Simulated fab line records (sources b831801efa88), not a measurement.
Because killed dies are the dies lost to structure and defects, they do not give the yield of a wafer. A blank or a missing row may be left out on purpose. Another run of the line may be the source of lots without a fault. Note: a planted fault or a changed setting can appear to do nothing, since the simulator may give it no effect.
A single fault, viewed from 2 desks + flow sky130 + each desk has only its own numbers; what lay behind them comes last

== THE METROLOGY DESK ==
Lot by lot, what the gauges showed, no matter which tool ran the lot: averages of those sampled wafers that carry a number. Any lot whose mean is over 4 standard deviations away from the usual mean is out of limits and marked OUT; that distance is given in the brackets.
Columns: A = SONOS_ONO_OXIDATION_THK at SKY_SONOS_ONO_THK_MEAS_01, usual 2.60 nm; B = GATE_OXIDE_TW at SKY_GATE_OXIDE_TW_MEAS_14, usual 227.1; C = POLY_GATE_TW at SKY_RES_PROTECT_TW_MEAS_08, usual 4050
| lot  | first seen here | A    | B     | C    |
|------|-----------------|------|-------|------|
| L970 | day 11 12:01    | 2.61 | 231.3 | 4001 |
| L972 | day 12 02:37    | 2.62 | 224.9 | 4090 |
| L975 | day 13 06:33    | 2.63 | 229.4 | 4108 |
| L976 | day 13 06:33    | 2.58 | 223.5 | 4038 |
| L978 | day 14 05:14    | 2.59 | 223.8 | 4009 |
| L979 | day 14 10:13    | 2.66 | 230.1 | 4046 |
| L980 | day 14 16:50    | 2.59 | 230.7 | 4084 |
| L981 | day 17 06:42    | 2.62 | 228.2 | -    |
| L982 | day 17 10:43    | 2.65 | 228.2 | 4056 |
| L984 | day 17 10:44    | 2.57 | 229.8 | 4044 |
| L983 | day 17 13:14    | 2.65 | 225.2 | 4104 |
| L986 | day 17 13:14    | 2.65 | 225.4 | -    |
| L990 | day 18 09:43    | 2.59 | 226.8 | 4045 |
| L992 | day 19 05:07    | 2.66 | 225.6 | 4015 |
This desk found nothing out of limits on any of the 14 lots.

== TOOL OWNER'S DESK, wet-bench-04 ==
The tool's own readings at SKY_GATE_OXIDE_WET_ETCH_12 (etches SiO2 in dHF, target depth 16.8 nm, time 336 s): means of the sampled wafers that have a number, for each lot that ran on this tool. Any lot whose mean is over 4 standard deviations away from the usual mean is out of limits and marked OUT; that distance is given in the brackets.
Columns: A = run-length-s at SKY_GATE_OXIDE_WET_ETCH_12, usual 364 s
| lot  | first seen here | A             |
|------|-----------------|---------------|
| L976 | day 15 17:08    | 361           |
| L979 | day 17 03:29    | 361           |
| L980 | day 17 11:38    | 361           |
| L981 | day 20 01:53    | 186 (-59) OUT |
| L986 | day 20 09:07    | 186 (-59) OUT |
This desk's finding: out of limits on L981, L986; first on L981, day 20 01:53 (run-length-s at SKY_GATE_OXIDE_WET_ETCH_12). Within limits: L976, L979, L980.

== TAKEN TOGETHER ==
The tool owner's desk could have raised an alarm at day 20 01:53, on L981, L986.
Metrology desk: nothing out of limits seen.
The metrology desk holds a record of L981, L986, inside its limits.
Of the lots named, all ran SKY_GATE_OXIDE_WET_ETCH_12 on wet-bench-04.

== WHAT THE SIMULATOR HAD INSERTED ==
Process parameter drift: wet-bench-04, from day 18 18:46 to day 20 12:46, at SKY_GATE_OXIDE_WET_ETCH_12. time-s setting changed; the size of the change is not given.
Shown lots that were struck: L981, L986.
How many hours passed from the start of the fault until each desk's first out-of-limits reading: the tool owner's desk, 31.
